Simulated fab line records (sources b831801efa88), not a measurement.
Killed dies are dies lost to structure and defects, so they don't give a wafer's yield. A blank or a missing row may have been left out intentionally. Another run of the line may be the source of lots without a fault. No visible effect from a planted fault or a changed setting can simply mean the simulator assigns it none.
fab line records | flow sfq_line
record lots=14 | wafers=42 | last_day=87
route steps=325 shown I7@308
lots with no fault: from the same line, run without faults
start_h: the number of hours between the record's first day and the start of the first shown wafer of the lot | wait_h: how many hours have passed since the lot's step before this one | " the same as in the row above | L1.1+2: a single row standing in for several wafers | - no value, or no start was given | * or withheld: withheld | < > ~ a bound
route shown NAME@n: names a module that has steps shown in the file, with the first one's number in the route | usual: average and standard deviation across the fault-free wafers | same: alike in all rows | chamber/n: place in a boat | sites: readings site by site | _std_site: standard deviation across them | _edge_site: the outer-site mean with the inner-site mean subtracted | radius_mm: for every site, how far away it sits from the centre of the wafer | mask NAME#n: copy n | behind: the most recent tool/chamber to have shaped the wafer | hold: why the lot went on hold/how many hours it stayed there/how the hold came to an end | device: names the non-switching transistor (n, p or np) | end of line: at the end of the route, the tests of the same wafers | a step without rows: its recipe alone | killed: dies lost to structure and defects at the first sort, not the wafer's yield | map: per-die view of a wafer (x killed, . not killed, _ where there is no die)
set.NAME: the setting the step ran with; set.NAME@STEP: the setting that earlier step ran with | model.NAME: the simulator's own value behind a step, which no gauge read
the route's steps for a sample of lots (tables are steps, rows are wafers)
services: from which hour (start_h, from the record's first day; less than 0 if before it) a tool's chamber was out of use, for how many hours, and why
## steps
# step SFQ_TRILAYER_I7_VIA_ETCH_VIA_ETCH_190
# recipe target=SiO2 | stop_on=Nb | mask_material=PR | taper_deg=20 | chemistry=CHF3 | target_depth_nm=260 | source_w=500 | bias_w=80 | pressure_mtorr=30 | time_s=withheld
# usual bias_w=80.01/0.21 | drypump_motor_current_A=5.8/0.42 | oes_product_au=0.854/0.005
lot.wafer | tool        | chamber | start_h | wait_h | bias_w | drypump_motor_current_A | oes_product_au
L924.2    | rie_diel-04 | 1       | 1711.18 | 0.0    | 80.15  | 6.2                     | 0.856
L924.4    | "           | 2       | "       | "      | 80.32  | 6.3                     | 0.853
L924.5    | "           | 0       | "       | "      | 79.77  | 5.9                     | 0.860
L925.3    | rie_diel-02 | 2       | 1712.38 | 0.0    | 80.01  | 6.5                     | 0.857
L925.4    | "           | 3       | "       | "      | 80.16  | 5.1                     | 0.862
L925.5    | "           | 0       | "       | "      | 79.62  | 5.4                     | 0.862
L928.3    | rie_diel-02 | 1       | 1721.85 | 0.0    | 80.16  | 5.8                     | 0.855
L928.5    | "           | 1       | "       | "      | 80.08  | 5.8                     | 0.855
L928.6    | "           | 2       | "       | "      | 79.65  | 6.5                     | 0.850
L929.2    | rie_diel-02 | 1       | 1724.25 | 0.0    | 80.07  | 5.8                     | 0.846
L929.4    | "           | 0       | "       | "      | 80.01  | 5.4                     | 0.858
L929.6    | "           | 1       | "       | "      | 79.63  | 5.8                     | 0.854
L930.2    | rie_diel-01 | 1       | 1725.45 | 0.0    | 80.00  | 5.2                     | 0.853
L930.3    | "           | 0       | "       | "      | 79.95  | 5.6                     | 0.843
L930.4    | "           | 2       | "       | "      | 79.87  | 6.4                     | 0.849
L931.1    | rie_diel-04 | 2       | 1729.05 | 0.0    | 79.68  | 6.2                     | 0.863
L931.2    | "           | 0       | "       | "      | 80.05  | 5.8                     | 0.855
L931.3    | "           | 1       | "       | "      | 79.95  | 6.1                     | 0.851
L934.2    | rie_diel-02 | 0       | 1895.90 | 0.0    | 79.83  | 5.4                     | 0.854
L934.4    | "           | 2       | "       | "      | 79.73  | 6.5                     | 0.848
L934.6    | "           | 2       | "       | "      | 80.10  | 6.5                     | 0.853
L936.1    | rie_diel-01 | 1       | 1898.30 | 0.0    | 80.32  | 5.2                     | 0.854
L936.2    | "           | 2       | "       | "      | 80.08  | 6.3                     | 0.857
L936.4    | "           | 0       | "       | "      | 79.76  | 5.6                     | 0.850
L937.1    | rie_diel-02 | 2       | 1899.50 | 0.0    | 80.12  | 6.5                     | 0.852
L937.3    | "           | 0       | "       | "      | 79.79  | 5.4                     | 0.851
L937.4    | "           | 1       | "       | "      | 79.83  | 5.9                     | 0.854
L941.2    | rie_diel-01 | 3       | 1919.51 | 0.0    | 80.04  | 5.4                     | 0.848
L941.4    | "           | 0       | "       | "      | 80.05  | 5.6                     | 0.866
L941.6    | "           | 3       | "       | "      | 79.96  | 5.4                     | 0.860
L944.2    | rie_diel-04 | 2       | 1952.32 | 0.0    | 95.23  | 6.2                     | 0.853
L944.3    | "           | 0       | "       | "      | 79.87  | 5.8                     | 0.854
L944.6    | "           | 3       | "       | "      | 79.89  | 5.8                     | 0.859
L945.1    | rie_diel-04 | 1       | 1960.87 | 0.0    | 79.80  | 6.2                     | 0.855
L945.2    | "           | 0       | "       | "      | 80.17  | 5.8                     | 0.852
L945.3    | "           | 2       | "       | "      | 95.52  | 6.2                     | 0.849
L946.2    | rie_diel-02 | 1       | 1967.32 | 0.0    | 79.66  | 5.9                     | 0.852
L946.5    | "           | 0       | "       | "      | 79.87  | 5.4                     | 0.853
L946.6    | "           | 1       | "       | "      | 79.99  | 5.9                     | 0.853
L947.3    | rie_diel-01 | 0       | 2092.27 | 0.0    | 80.00  | 5.6                     | 0.848
L947.5    | "           | 3       | "       | "      | 79.86  | 5.4                     | 0.855
L947.6    | "           | 0       | "       | "      | 80.26  | 5.6                     | 0.854
## services
tool        | chamber | start_h | hours | kind
rie_diel-01 | -       | 1689.14 | 14.6  | pm
rie_diel-02 | 2       | 1723.97 | 6.9   | repair
rie_diel-04 | 0       | 1744.59 | 2.4   | repair
rie_diel-01 | 0       | 1745.38 | 4.0   | repair
rie_diel-02 | 1       | 1755.67 | 3.1   | repair
rie_diel-02 | 1       | 1758.79 | -     | clean
rie_diel-02 | 1       | 1758.79 | 31.8  | scheduled_down
rie_diel-02 | 1       | 1758.79 | 31.8  | vent_cycle
rie_diel-01 | -       | 1770.61 | 2.3   | repair
rie_diel-01 | 2       | 1805.10 | 5.9   | repair
rie_diel-02 | 0       | 1821.23 | 2.5   | repair
rie_diel-02 | 1       | 1835.24 | 8.1   | repair
rie_diel-02 | 2       | 1847.67 | 1.9   | repair
rie_diel-01 | 3       | 1852.70 | 18.6  | repair
rie_diel-01 | 3       | 1896.39 | 10.3  | repair
rie_diel-01 | 1       | 1906.40 | 5.5   | repair
rie_diel-04 | 3       | 1911.65 | 9.2   | repair
rie_diel-04 | 2       | 1925.12 | 8.5   | repair
rie_diel-02 | 2       | 1956.71 | -     | clean
rie_diel-01 | 1       | 1996.82 | 10.1  | repair
rie_diel-02 | 0       | 2011.53 | 1.8   | repair
rie_diel-04 | -       | 2058.59 | 0.2   | repair
rie_diel-02 | 1       | 2066.77 | 1.5   | repair
rie_diel-04 | 2       | 2089.50 | 5.6   | repair
## key
first_sign step=SFQ_TRILAYER_I7_VIA_ETCH_VIA_ETCH_190 | reading=bias_w | direction=up | sigmas=74 | usual=80.01 | struck=95.37
effect none on later readings
met_at SFQ_TRILAYER_I7_VIA_ETCH_VIA_ETCH_190
struck_lots L944,L945
struck_wafers L944.2,L945.3
onset_between 1729.05 1952.32
fault kind=process_parameter_drift | tool=rie_diel-04 | chamber=2 | onset_h=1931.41 | steps=SFQ_TRILAYER_I7_VIA_ETCH_VIA_ETCH_190 | channel=bias_w | offset=15.345 | shape=step | end_h=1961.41 | acts_in=these_recipes_only | stated=80
